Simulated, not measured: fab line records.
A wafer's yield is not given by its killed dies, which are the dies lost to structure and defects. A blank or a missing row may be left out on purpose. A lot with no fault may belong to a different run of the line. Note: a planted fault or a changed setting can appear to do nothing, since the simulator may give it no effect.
Chamber matching | flow gf180mcu | GF_CONTACT_CVD_02 on pecvd-01 has 3 sister chambers
The step deposits SiO2 from TEOS, target thk 860 nm, time 95.992 s. 3 wafers are shown with their chamber, then 10 later ones without.

== WAFERS PAIRED WITH THEIR CHAMBERS ==
wafer  | chamber | heater_power_w (W)
L084.5 | 0       | 726
L086.2 | 1       | 658
L086.5 | 2       | 628

== WAFERS WHOSE CHAMBER IS MISSING ==
wafer  | heater_power_w (W)
L086.6 | 731
L089.2 | 651
L089.4 | 754
L089.6 | 871
L093.2 | 708
L093.4 | 679
L093.6 | 721
L096.2 | 779
L096.3 | 771
L096.4 | 821

== WHICH CHAMBER EACH WENT THROUGH ==
wafer  | from the rows above          | in truth
L086.6 | can't be placed: 0 or 1 or 2 | 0
L089.2 | can't be placed: 1 or 2 or 0 | 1
L089.4 | can't be placed: 0 or 1 or 2 | 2
L089.6 | can't be placed: 0 or 1 or 2 | 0
L093.2 | can't be placed: 0 or 1 or 2 | 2
L093.4 | can't be placed: 1 or 0 or 2 | 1
L093.6 | can't be placed: 0 or 1 or 2 | 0
L096.2 | can't be placed: 0 or 1 or 2 | 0
L096.3 | can't be placed: 0 or 1 or 2 | 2
L096.4 | can't be placed: 0 or 1 or 2 | 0
Correctly placed: 0 of 10. Can't be placed from these rows: 10 (the true chamber is among the candidates in 10). Placed wrongly: 0.
How it was worked out, from the rows above alone: a wafer's distance from a chamber is the root of the sum, over the readings, of the square of ((its reading less the chamber's mean) divided by the reading's scatter). The wafer belongs to the nearest chamber; if the next one is less than 2 further off, it can't be placed. For every chamber, the mean is computed from those of its wafers that are shown. The scatter (one wafer shown for each chamber): square how far every hidden wafer sits from the nearest shown wafer, average those squares and take the square root.
